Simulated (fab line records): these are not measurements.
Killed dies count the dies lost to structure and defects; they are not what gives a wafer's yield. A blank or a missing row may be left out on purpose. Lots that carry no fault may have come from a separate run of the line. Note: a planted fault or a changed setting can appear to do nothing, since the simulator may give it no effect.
A struck lot beside a sound one :: flow sky130 :: 15 out of 708 route steps
Sound: wafers L193.1, L193.2, L193.6. Wafers L196.1, L196.3, L196.6 were the ones struck. The cause is given at the end.
Each step with rows lists, per side, the tool, then ch with its chambers, then its first start. Under that, the readings that differ: sound wafers :: struck wafers :: difference of the means :: sigmas: that difference in standard deviations of wafers without a fault.
alike: readings whose means differ by less than 2 such deviations, and words and numbers that are the same on both sides. not compared: withheld readings, readings that some wafer has no value for, bounds like >300 that may hide the same value, and numbers for which the record gives no deviation and whose values overlap.
Wherever a step has rows on one side only, a row that says differs or no value, or a row with sigmas, the two part there. Numbers that don't overlap but have no deviation are shown without sigmas and don't part them. A reading missing from all wafers of one side parts the sides only when that side holds two or more wafers.

first, 2 steps without rows for these wafers: SKY_NWELL_IMPLANT_12; SKY_NWELL_IMPLANT_13.
SKY_NWELL_STRIP_14: strips in O2/N2.
  sound on plasma-asher-03 ch 0,1, day 5 15:42; struck on plasma-asher-01 ch 1, day 6 14:45
  alike: drypump-motor-current-A, oes-product-au, strip-time-to-endpoint-s
  not compared: rf-hours-counter-h
SKY_NWELL_TW_MEAS_15:
  sound on film-metro-04, day 5 15:48; struck on film-metro-04, day 6 14:51
  alike: NWELL_TW
then, 7 steps without rows for these wafers: SKY_NWELL_DEHYDRATE_16 (time 60 s); SKY_NWELL_HMDS_17 (prime time 60 s); SKY_NWELL_COAT_18 (resist thk 3000 nm); SKY_NWELL_SOFTBAKE_19; SKY_NWELL_EXPOSE_20 (exposes mask NWM COMPLEMENT, target cd 840 nm); SKY_NWELL_PEB_21; SKY_NWELL_DEVELOP_22 (develop time 60 s).
SKY_NWELL_OVL_MEAS_23:
  sound on overlay-01, day 6 10:31; struck on overlay-01, day 7 08:43
  alike: NWELL_01_OVL
SKY_NWELL_IMPLANT_24:
  sound on implanter-01 ch 0, day 6 10:33; struck on implanter-03 ch 0, day 7 08:45
reading: beam-energy-keV
sound: 140.02 139.96 140.01
struck: 142.29 142.26 142.25
difference: +2.27
sigmas: +58

reading: model.implant.drp-nm (nm)
sound: 95.47 95.47 95.47
struck: 96.04 96.04 96.04
difference: +0.57
sigmas: 
SKY_NWELL_STRIP_25: strips in O2/N2.
  sound on plasma-asher-04 ch 0,1, day 6 10:42; struck on plasma-asher-04 ch 0,1, day 7 08:54
  alike: drypump-motor-current-A, oes-product-au, strip-time-to-endpoint-s
  not compared: rf-hours-counter-h
-- the record jumps here: 41 days lie between the struck wafers' starts before and after (it left off in module NWELL and takes up again in module PAD_OPEN, whose first step shown is number 708 of the route) --
SKY_PAD_OPEN_PROBE_99:
  sound on prober-02, day 46 14:59; struck on prober-02, day 48 01:26
reading: killed-at-contacts
sound: 16 23 14
struck: 32 30 23
difference: +11
sigmas: +2
  alike: killed_at_M0_to_M3, killed_at_M4_up, killed-at-front-end, killed-at-other, killed-dies, killed-open, killed-short

## WHERE THEY PART
Last at SKY_PAD_OPEN_PROBE_99 as far as this record goes, first at SKY_NWELL_IMPLANT_24.

WHY: whatever the simulator had introduced
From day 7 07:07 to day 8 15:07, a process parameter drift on implanter-03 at SKY_NWELL_IMPLANT_24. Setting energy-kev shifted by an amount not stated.
